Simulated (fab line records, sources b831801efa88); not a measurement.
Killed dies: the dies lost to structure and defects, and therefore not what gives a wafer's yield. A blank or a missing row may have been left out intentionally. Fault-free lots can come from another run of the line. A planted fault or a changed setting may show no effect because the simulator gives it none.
Which tool is to blame? :: flow sky130 :: 24 lots with 72 wafers sampled at 5 steps, on a route of 708 steps

WHAT EACH GAUGE READ, for each wafer
SKY_METAL2_OVL_MEAS_16.
lot: L074
measured: day 35 08:31
on: overlay-01
METAL2_OVL (nm): -6 -12 -6

lot: L075
measured: day 35 12:44
on: overlay-02
METAL2_OVL (nm): 1 -3 -6

lot: L076
measured: day 35 21:15
on: overlay-02
METAL2_OVL (nm): -15 -6 -16

lot: L077
measured: day 36 02:36
on: overlay-01
METAL2_OVL (nm): -2 -11 -7

lot: L078
measured: day 36 15:08
on: overlay-01
METAL2_OVL (nm): 2 -9 -3

lot: L080
measured: day 37 05:19
on: overlay-01
METAL2_OVL (nm): -3 0 1

lot: L079
measured: day 37 09:26
on: overlay-01
METAL2_OVL (nm): -5 -4 -7

lot: L081
measured: day 37 18:09
on: overlay-02
METAL2_OVL (nm): -7 -21 -13

lot: L082
measured: day 38 04:46
on: overlay-02
METAL2_OVL (nm): 8 -1 3

lot: L083
measured: day 38 13:20
on: overlay-02
METAL2_OVL (nm): -3 -5 -2

lot: L085
measured: day 38 17:26
on: overlay-01
METAL2_OVL (nm): -2 -3 2

lot: L084
measured: day 38 17:45
on: overlay-01
METAL2_OVL (nm): -14 -12 -10

lot: L086
measured: day 39 09:05
on: overlay-01
METAL2_OVL (nm): -14 -13 -16

lot: L087
measured: day 39 17:11
on: overlay-01
METAL2_OVL (nm): -2 -12 -2

lot: L088
measured: day 39 18:44
on: overlay-01
METAL2_OVL (nm): -18 -17 -10

lot: L089
measured: day 40 02:12
on: overlay-02
METAL2_OVL (nm): -13 -4 -8

lot: L090
measured: day 40 12:05
on: overlay-01
METAL2_OVL (nm): -20 -9 -1

lot: L091
measured: day 40 12:38
on: overlay-01
METAL2_OVL (nm): -10 -10 -10

lot: L092
measured: day 40 19:27
on: overlay-02
METAL2_OVL (nm): 1 -5 -2

lot: L093
measured: day 41 06:02
on: overlay-01
METAL2_OVL (nm): -1 -7 -10

lot: L094
measured: day 41 17:31
on: overlay-02
METAL2_OVL (nm): -5 -16 -6

lot: L095
measured: day 41 20:41
on: overlay-02
METAL2_OVL (nm): 2 -5 1

lot: L097
measured: day 41 22:58
on: overlay-01
METAL2_OVL (nm): -15 -7 -1

lot: L096
measured: day 42 01:50
on: overlay-02
METAL2_OVL (nm): -2 -5 2

SKY_METAL3_CD_MEAS_13: target cd 300 nm.
lot: L074
measured: day 38 19:02
on: cd_sem-01
cd_nm (nm): 298.1 297.7 297.2

lot: L075
measured: day 38 21:59
on: cd_sem-02
cd_nm (nm): 298.8 298.1 298.5

lot: L076
measured: day 39 06:29
on: cd_sem-02
cd_nm (nm): 301.0 300.7 299.3

lot: L077
measured: day 39 11:07
on: cd_sem-02
cd_nm (nm): 300.5 301.5 300.6

lot: L078
measured: day 39 22:52
on: cd_sem-01
cd_nm (nm): 300.9 299.7 299.3

lot: L080
measured: day 40 12:54
on: cd_sem-01
cd_nm (nm): 299.0 296.6 298.1

lot: L079
measured: day 40 17:01
on: cd_sem-02
cd_nm (nm): 298.5 298.3 297.9

lot: L081
measured: day 41 01:13
on: cd_sem-02
cd_nm (nm): 298.8 299.4 298.6

lot: L082
measured: day 41 10:17
on: cd_sem-01
cd_nm (nm): 299.0 299.9 298.7

lot: L083
measured: day 41 19:38
on: cd_sem-02
cd_nm (nm): 297.9 299.4 297.7

lot: L085
measured: day 41 22:31
on: cd_sem-02
cd_nm (nm): 301.3 298.9 301.4

lot: L084
measured: day 41 23:52
on: cd_sem-02
cd_nm (nm): 301.0 300.5 302.8

lot: L086
measured: day 42 13:28
on: cd_sem-01
cd_nm (nm): 301.7 302.0 302.0

lot: L087
measured: day 42 21:21
on: cd_sem-02
cd_nm (nm): 302.7 301.5 302.7

lot: L088
measured: day 42 22:59
on: cd_sem-02
cd_nm (nm): 299.2 299.0 298.4

lot: L089
measured: day 43 06:07
on: cd_sem-01
cd_nm (nm): 299.8 298.8 300.3

lot: L090
measured: day 43 13:53
on: cd_sem-02
cd_nm (nm): 300.7 300.9 300.4

lot: L091
measured: day 43 14:33
on: cd_sem-01
cd_nm (nm): 299.8 299.7 300.3

lot: L092
measured: day 43 21:38
on: cd_sem-01
cd_nm (nm): 301.9 300.4 303.2

lot: L093
measured: day 44 06:57
on: cd_sem-01
cd_nm (nm): 300.1 299.1 299.6

lot: L094
measured: day 44 18:19
on: cd_sem-01
cd_nm (nm): 299.7 299.8 300.9

lot: L095
measured: day 44 20:55
on: cd_sem-02
cd_nm (nm): 299.9 300.3 299.9

lot: L097
measured: day 44 23:32
on: cd_sem-02
cd_nm (nm): 299.5 301.0 300.1

lot: L096
measured: day 45 01:09
on: cd_sem-01
cd_nm (nm): 301.3 300.6 299.1

WHAT TOOL EACH LOT RAN ON (gives the tool, then ch and the chambers of the sampled wafers, and finally the start)
lot: L074
SKY_RES_XHIGH_STRIP_08: plasma_asher-02 ch 1, day 26 22:46
SKY_METAL2_DESCUM_17: rie_metal-03 ch 0, day 35 08:33
SKY_METAL2_METAL_ETCH_19: rie_metal-03 ch 0, day 35 08:46

lot: L075
SKY_RES_XHIGH_STRIP_08: plasma_asher-02 ch 1, day 27 02:35
SKY_METAL2_DESCUM_17: rie_metal-04 ch 0,1, day 35 12:46
SKY_METAL2_METAL_ETCH_19: rie_metal-04 ch 0,1, day 35 12:53

lot: L076
SKY_RES_XHIGH_STRIP_08: plasma_asher-04 ch 0,1, day 27 11:44
SKY_METAL2_DESCUM_17: rie_metal-03 ch 0, day 35 21:18
SKY_METAL2_METAL_ETCH_19: rie_metal-03 ch 0, day 35 21:32

lot: L077
SKY_RES_XHIGH_STRIP_08: plasma_asher-03 ch 0,1, day 27 18:52
SKY_METAL2_DESCUM_17: rie_metal-03 ch 0, day 36 02:38
SKY_METAL2_METAL_ETCH_19: rie_metal-03 ch 0, day 36 02:50

lot: L078
SKY_RES_XHIGH_STRIP_08: plasma_asher-02 ch 0, day 28 06:24
SKY_METAL2_DESCUM_17: rie_metal-04 ch 0,1, day 36 15:10
SKY_METAL2_METAL_ETCH_19: rie_metal-04 ch 0,1, day 36 15:16

lot: L080
SKY_RES_XHIGH_STRIP_08: plasma_asher-03 ch 0,1, day 28 22:57
SKY_METAL2_DESCUM_17: rie_metal-04 ch 0, day 37 05:20
SKY_METAL2_METAL_ETCH_19: rie_metal-04 ch 0, day 37 05:26

lot: L079
SKY_RES_XHIGH_STRIP_08: plasma_asher-04 ch 0,1, day 29 02:43
SKY_METAL2_DESCUM_17: rie_metal-03 ch 0,1, day 37 09:28
SKY_METAL2_METAL_ETCH_19: rie_metal-03 ch 0,1, day 37 09:34

lot: L081
SKY_RES_XHIGH_STRIP_08: plasma_asher-04 ch 0,1, day 29 14:06
SKY_METAL2_DESCUM_17: rie_metal-04 ch 0,1, day 37 18:11
SKY_METAL2_METAL_ETCH_19: rie_metal-04 ch 0,1, day 37 18:19

lot: L082
SKY_RES_XHIGH_STRIP_08: plasma_asher-02 ch 0,1, day 30 00:36
SKY_METAL2_DESCUM_17: rie_metal-02 ch 1, day 38 04:47
SKY_METAL2_METAL_ETCH_19: rie_metal-02 ch 1, day 38 04:53

lot: L083
SKY_RES_XHIGH_STRIP_08: plasma_asher-03 ch 0,1, day 30 10:17
SKY_METAL2_DESCUM_17: rie_metal-04 ch 0, day 38 13:22
SKY_METAL2_METAL_ETCH_19: rie_metal-04 ch 0, day 38 13:28

lot: L085
SKY_RES_XHIGH_STRIP_08: plasma_asher-02 ch 0,1, day 30 12:14
SKY_METAL2_DESCUM_17: rie_metal-04 ch 0,1, day 38 17:29
SKY_METAL2_METAL_ETCH_19: rie_metal-04 ch 0,1, day 38 17:35

lot: L084
SKY_RES_XHIGH_STRIP_08: plasma_asher-03 ch 0,1, day 30 14:25
SKY_METAL2_DESCUM_17: rie_metal-03 ch 0,1, day 38 17:47
SKY_METAL2_METAL_ETCH_19: rie_metal-03 ch 0,1, day 38 17:53

lot: L086
SKY_RES_XHIGH_STRIP_08: plasma_asher-04 ch 0, day 31 06:34
SKY_METAL2_DESCUM_17: rie_metal-03 ch 0,1, day 39 09:07
SKY_METAL2_METAL_ETCH_19: rie_metal-03 ch 0,1, day 39 09:13

lot: L087
SKY_RES_XHIGH_STRIP_08: plasma_asher-03 ch 0,1, day 31 15:16
SKY_METAL2_DESCUM_17: rie_metal-03 ch 0,1, day 39 17:14
SKY_METAL2_METAL_ETCH_19: rie_metal-03 ch 0,1, day 39 17:20

lot: L088
SKY_RES_XHIGH_STRIP_08: plasma_asher-03 ch 0,1, day 31 16:38
SKY_METAL2_DESCUM_17: rie_metal-03 ch 0,1, day 39 18:46
SKY_METAL2_METAL_ETCH_19: rie_metal-03 ch 0,1, day 39 18:52

lot: L089
SKY_RES_XHIGH_STRIP_08: plasma_asher-04 ch 0,1, day 32 02:04
SKY_METAL2_DESCUM_17: rie_metal-02 ch 0,1, day 40 02:14
SKY_METAL2_METAL_ETCH_19: rie_metal-02 ch 0,1, day 40 02:20

lot: L090
SKY_RES_XHIGH_STRIP_08: plasma_asher-03 ch 0,1, day 32 13:47
SKY_METAL2_DESCUM_17: rie_metal-04 ch 0,1, day 40 12:07
SKY_METAL2_METAL_ETCH_19: rie_metal-04 ch 0,1, day 40 12:13

lot: L091
SKY_RES_XHIGH_STRIP_08: plasma_asher-04 ch 0,1, day 32 14:05
SKY_METAL2_DESCUM_17: rie_metal-03 ch 0,1, day 40 12:40
SKY_METAL2_METAL_ETCH_19: rie_metal-03 ch 0,1, day 40 12:46

lot: L092
SKY_RES_XHIGH_STRIP_08: plasma_asher-04 ch 0,1, day 32 19:55
SKY_METAL2_DESCUM_17: rie_metal-04 ch 0,1, day 40 19:28
SKY_METAL2_METAL_ETCH_19: rie_metal-04 ch 0,1, day 40 19:35

lot: L093
SKY_RES_XHIGH_STRIP_08: plasma_asher-03 ch 0,1, day 33 08:52
SKY_METAL2_DESCUM_17: rie_metal-03 ch 0,1, day 41 06:04
SKY_METAL2_METAL_ETCH_19: rie_metal-03 ch 0,1, day 41 06:11

lot: L094
SKY_RES_XHIGH_STRIP_08: plasma_asher-03 ch 0,1, day 33 21:32
SKY_METAL2_DESCUM_17: rie_metal-02 ch 0,1, day 41 17:33
SKY_METAL2_METAL_ETCH_19: rie_metal-02 ch 0,1, day 41 17:40

lot: L095
SKY_RES_XHIGH_STRIP_08: plasma_asher-03 ch 0,1, day 34 00:35
SKY_METAL2_DESCUM_17: rie_metal-03 ch 0,1, day 41 20:43
SKY_METAL2_METAL_ETCH_19: rie_metal-03 ch 0,1, day 41 20:50

lot: L097
SKY_RES_XHIGH_STRIP_08: plasma_asher-03 ch 0,1, day 34 03:34
SKY_METAL2_DESCUM_17: rie_metal-03 ch 0, day 41 22:59
SKY_METAL2_METAL_ETCH_19: rie_metal-03 ch 0, day 41 23:05

lot: L096
SKY_RES_XHIGH_STRIP_08: plasma_asher-02 ch 0,1, day 34 08:28
SKY_METAL2_DESCUM_17: rie_metal-02 ch 0,1, day 42 01:52
SKY_METAL2_METAL_ETCH_19: rie_metal-02 ch 0,1, day 42 01:58
- SKY_RES_XHIGH_STRIP_08: strips in O2/N2.
- SKY_METAL2_DESCUM_17: chemistry O2, time 8 s.
- SKY_METAL2_METAL_ETCH_19: etches the open film in Cl2/BCl3, stops on SiO2, target depth 360 nm, time 78 s.

WHAT THE TOOLS THEMSELVES READ (means of the sampled wafers that have a number; where no wafer has one, the mark that the record gives instead)
SKY_RES_XHIGH_STRIP_08.
lot: L074
tool: plasma_asher-02
drypump_motor_current_A (A): 5.1
oes_product_au (a.u.): 0.709
strip_time_to_endpoint_s (s): 14.32

lot: L075
tool: plasma_asher-02
drypump_motor_current_A (A): 5.1
oes_product_au (a.u.): 0.712
strip_time_to_endpoint_s (s): 14.30

lot: L076
tool: plasma_asher-04
drypump_motor_current_A (A): 6.0
oes_product_au (a.u.): 0.707
strip_time_to_endpoint_s (s): 14.22

lot: L077
tool: plasma_asher-03
drypump_motor_current_A (A): 5.4
oes_product_au (a.u.): 0.710
strip_time_to_endpoint_s (s): 14.24

lot: L078
tool: plasma_asher-02
drypump_motor_current_A (A): 5.3
oes_product_au (a.u.): 0.716
strip_time_to_endpoint_s (s): 14.25

lot: L080
tool: plasma_asher-03
drypump_motor_current_A (A): 5.4
oes_product_au (a.u.): 0.715
strip_time_to_endpoint_s (s): 14.28

lot: L079
tool: plasma_asher-04
drypump_motor_current_A (A): 5.8
oes_product_au (a.u.): 0.717
strip_time_to_endpoint_s (s): 14.32

lot: L081
tool: plasma_asher-04
drypump_motor_current_A (A): 6.0
oes_product_au (a.u.): 0.712
strip_time_to_endpoint_s (s): 14.22

lot: L082
tool: plasma_asher-02
drypump_motor_current_A (A): 5.2
oes_product_au (a.u.): 0.712
strip_time_to_endpoint_s (s): 14.25

lot: L083
tool: plasma_asher-03
drypump_motor_current_A (A): 5.5
oes_product_au (a.u.): 0.711
strip_time_to_endpoint_s (s): 14.31

lot: L085
tool: plasma_asher-02
drypump_motor_current_A (A): 5.2
oes_product_au (a.u.): 0.710
strip_time_to_endpoint_s (s): 14.22

lot: L084
tool: plasma_asher-03
drypump_motor_current_A (A): 5.4
oes_product_au (a.u.): 0.711
strip_time_to_endpoint_s (s): 14.25

lot: L086
tool: plasma_asher-04
drypump_motor_current_A (A): 5.7
oes_product_au (a.u.): 0.713
strip_time_to_endpoint_s (s): 14.25

lot: L087
tool: plasma_asher-03
drypump_motor_current_A (A): 5.4
oes_product_au (a.u.): 0.713
strip_time_to_endpoint_s (s): 14.32

lot: L088
tool: plasma_asher-03
drypump_motor_current_A (A): 5.5
oes_product_au (a.u.): 0.712
strip_time_to_endpoint_s (s): 14.23

lot: L089
tool: plasma_asher-04
drypump_motor_current_A (A): 5.8
oes_product_au (a.u.): 0.708
strip_time_to_endpoint_s (s): 14.25

lot: L090
tool: plasma_asher-03
drypump_motor_current_A (A): 5.5
oes_product_au (a.u.): 0.710
strip_time_to_endpoint_s (s): 14.28

lot: L091
tool: plasma_asher-04
drypump_motor_current_A (A): 5.9
oes_product_au (a.u.): 0.715
strip_time_to_endpoint_s (s): 14.22

lot: L092
tool: plasma_asher-04
drypump_motor_current_A (A): 6.0
oes_product_au (a.u.): 0.711
strip_time_to_endpoint_s (s): 14.22

lot: L093
tool: plasma_asher-03
drypump_motor_current_A (A): 5.5
oes_product_au (a.u.): 0.710
strip_time_to_endpoint_s (s): 14.31

lot: L094
tool: plasma_asher-03
drypump_motor_current_A (A): 5.4
oes_product_au (a.u.): 0.710
strip_time_to_endpoint_s (s): 14.23

lot: L095
tool: plasma_asher-03
drypump_motor_current_A (A): 5.5
oes_product_au (a.u.): 0.712
strip_time_to_endpoint_s (s): 14.25

lot: L097
tool: plasma_asher-03
drypump_motor_current_A (A): 5.5
oes_product_au (a.u.): 0.711
strip_time_to_endpoint_s (s): 14.27

lot: L096
tool: plasma_asher-02
drypump_motor_current_A (A): 5.2
oes_product_au (a.u.): 0.709
strip_time_to_endpoint_s (s): 14.27

SKY_METAL2_DESCUM_17.
lot: L074
tool: rie_metal-03
drypump_motor_current_A (A): 6.2
oes_product_au (a.u.): 1.002

lot: L075
tool: rie_metal-04
drypump_motor_current_A (A): 6.0
oes_product_au (a.u.): 1.006

lot: L076
tool: rie_metal-03
drypump_motor_current_A (A): 6.2
oes_product_au (a.u.): 0.997

lot: L077
tool: rie_metal-03
drypump_motor_current_A (A): 6.2
oes_product_au (a.u.): 1.002

lot: L078
tool: rie_metal-04
drypump_motor_current_A (A): 5.8
oes_product_au (a.u.): 1.003

lot: L080
tool: rie_metal-04
drypump_motor_current_A (A): 5.7
oes_product_au (a.u.): 1.003

lot: L079
tool: rie_metal-03
drypump_motor_current_A (A): 5.7
oes_product_au (a.u.): 0.994

lot: L081
tool: rie_metal-04
drypump_motor_current_A (A): 6.0
oes_product_au (a.u.): 0.997

lot: L082
tool: rie_metal-02
drypump_motor_current_A (A): 5.4
oes_product_au (a.u.): 1.012

lot: L083
tool: rie_metal-04
drypump_motor_current_A (A): 5.7
oes_product_au (a.u.): 1.000

lot: L085
tool: rie_metal-04
drypump_motor_current_A (A): 6.0
oes_product_au (a.u.): 1.001

lot: L084
tool: rie_metal-03
drypump_motor_current_A (A): 5.7
oes_product_au (a.u.): 1.012

lot: L086
tool: rie_metal-03
drypump_motor_current_A (A): 5.8
oes_product_au (a.u.): 0.994

lot: L087
tool: rie_metal-03
drypump_motor_current_A (A): 6.0
oes_product_au (a.u.): 1.000

lot: L088
tool: rie_metal-03
drypump_motor_current_A (A): 5.7
oes_product_au (a.u.): 0.996

lot: L089
tool: rie_metal-02
drypump_motor_current_A (A): 5.4
oes_product_au (a.u.): 1.011

lot: L090
tool: rie_metal-04
drypump_motor_current_A (A): 5.8
oes_product_au (a.u.): 1.005

lot: L091
tool: rie_metal-03
drypump_motor_current_A (A): 5.7
oes_product_au (a.u.): 1.001

lot: L092
tool: rie_metal-04
drypump_motor_current_A (A): 5.9
oes_product_au (a.u.): 1.007

lot: L093
tool: rie_metal-03
drypump_motor_current_A (A): 5.8
oes_product_au (a.u.): 1.004

lot: L094
tool: rie_metal-02
drypump_motor_current_A (A): 5.3
oes_product_au (a.u.): 1.015

lot: L095
tool: rie_metal-03
drypump_motor_current_A (A): 5.8
oes_product_au (a.u.): 0.993

lot: L097
tool: rie_metal-03
drypump_motor_current_A (A): 6.2
oes_product_au (a.u.): 0.999

lot: L096
tool: rie_metal-02
drypump_motor_current_A (A): 5.3
oes_product_au (a.u.): 1.015

SKY_METAL2_METAL_ETCH_19.
lot: L074
tool: rie_metal-03
drypump_motor_current_A (A): 6.2
oes_product_au (a.u.): 0.864
throttle_valve_pct (%): 22.276

lot: L075
tool: rie_metal-04
drypump_motor_current_A (A): 6.0
oes_product_au (a.u.): 0.855
throttle_valve_pct (%): 22.263

lot: L076
tool: rie_metal-03
drypump_motor_current_A (A): 6.2
oes_product_au (a.u.): 0.862
throttle_valve_pct (%): 22.264

lot: L077
tool: rie_metal-03
drypump_motor_current_A (A): 6.2
oes_product_au (a.u.): 0.856
throttle_valve_pct (%): 22.261

lot: L078
tool: rie_metal-04
drypump_motor_current_A (A): 5.9
oes_product_au (a.u.): 0.856
throttle_valve_pct (%): 22.264

lot: L080
tool: rie_metal-04
drypump_motor_current_A (A): 5.6
oes_product_au (a.u.): 0.855
throttle_valve_pct (%): 22.259

lot: L079
tool: rie_metal-03
drypump_motor_current_A (A): 5.7
oes_product_au (a.u.): 0.853
throttle_valve_pct (%): 22.263

lot: L081
tool: rie_metal-04
drypump_motor_current_A (A): 6.0
oes_product_au (a.u.): 0.858
throttle_valve_pct (%): 22.264

lot: L082
tool: rie_metal-02
drypump_motor_current_A (A): 5.4
oes_product_au (a.u.): 0.851
throttle_valve_pct (%): 22.270

lot: L083
tool: rie_metal-04
drypump_motor_current_A (A): 5.7
oes_product_au (a.u.): 0.856
throttle_valve_pct (%): 22.257

lot: L085
tool: rie_metal-04
drypump_motor_current_A (A): 6.0
oes_product_au (a.u.): 0.860
throttle_valve_pct (%): 22.265

lot: L084
tool: rie_metal-03
drypump_motor_current_A (A): 5.7
oes_product_au (a.u.): 0.850
throttle_valve_pct (%): 22.265

lot: L086
tool: rie_metal-03
drypump_motor_current_A (A): 5.7
oes_product_au (a.u.): 0.856
throttle_valve_pct (%): 22.268

lot: L087
tool: rie_metal-03
drypump_motor_current_A (A): 6.0
oes_product_au (a.u.): 0.856
throttle_valve_pct (%): 22.264

lot: L088
tool: rie_metal-03
drypump_motor_current_A (A): 5.8
oes_product_au (a.u.): 0.852
throttle_valve_pct (%): 22.261

lot: L089
tool: rie_metal-02
drypump_motor_current_A (A): 5.4
oes_product_au (a.u.): 0.849
throttle_valve_pct (%): 22.264

lot: L090
tool: rie_metal-04
drypump_motor_current_A (A): 5.8
oes_product_au (a.u.): 0.853
throttle_valve_pct (%): 22.266

lot: L091
tool: rie_metal-03
drypump_motor_current_A (A): 5.7
oes_product_au (a.u.): 0.853
throttle_valve_pct (%): 22.268

lot: L092
tool: rie_metal-04
drypump_motor_current_A (A): 5.9
oes_product_au (a.u.): 0.849
throttle_valve_pct (%): 22.265

lot: L093
tool: rie_metal-03
drypump_motor_current_A (A): 5.7
oes_product_au (a.u.): 0.850
throttle_valve_pct (%): 22.261

lot: L094
tool: rie_metal-02
drypump_motor_current_A (A): 5.3
oes_product_au (a.u.): 0.856
throttle_valve_pct (%): 22.257

lot: L095
tool: rie_metal-03
drypump_motor_current_A (A): 5.7
oes_product_au (a.u.): 0.863
throttle_valve_pct (%): 22.254

lot: L097
tool: rie_metal-03
drypump_motor_current_A (A): 6.2
oes_product_au (a.u.): 0.850
throttle_valve_pct (%): 22.260

lot: L096
tool: rie_metal-02
drypump_motor_current_A (A): 5.3
oes_product_au (a.u.): 0.856
throttle_valve_pct (%): 22.271

THE ANSWER, worked out from the rows above alone
Rule: what is usual is taken from the lots themselves. The widest of any qualifying gaps counts: lots, ordered by their means at a reading, are off when they make up no more than a third of the lots, leave a main group of 4 or more, and stand apart from it by 3 or more times the standard deviation of that group's means. A main group whose means are all the same, to the digits that the tables above print for the reading, isn't used. Also off: a lot with no number at a reading for which 4 or more lots have one. Any other lot the step has rows for is counted as sound. The gauges are gone through in route order, then the tools' own readings, and for those a lot's mean is taken as printed above. At the first step where some lot is off, the reading lying furthest off is the one used; lots without a number count as furthest.
None of the lots is off at any reading shown; this tells nothing.

WHAT HAD BEEN PUT IN BY THE SIMULATOR
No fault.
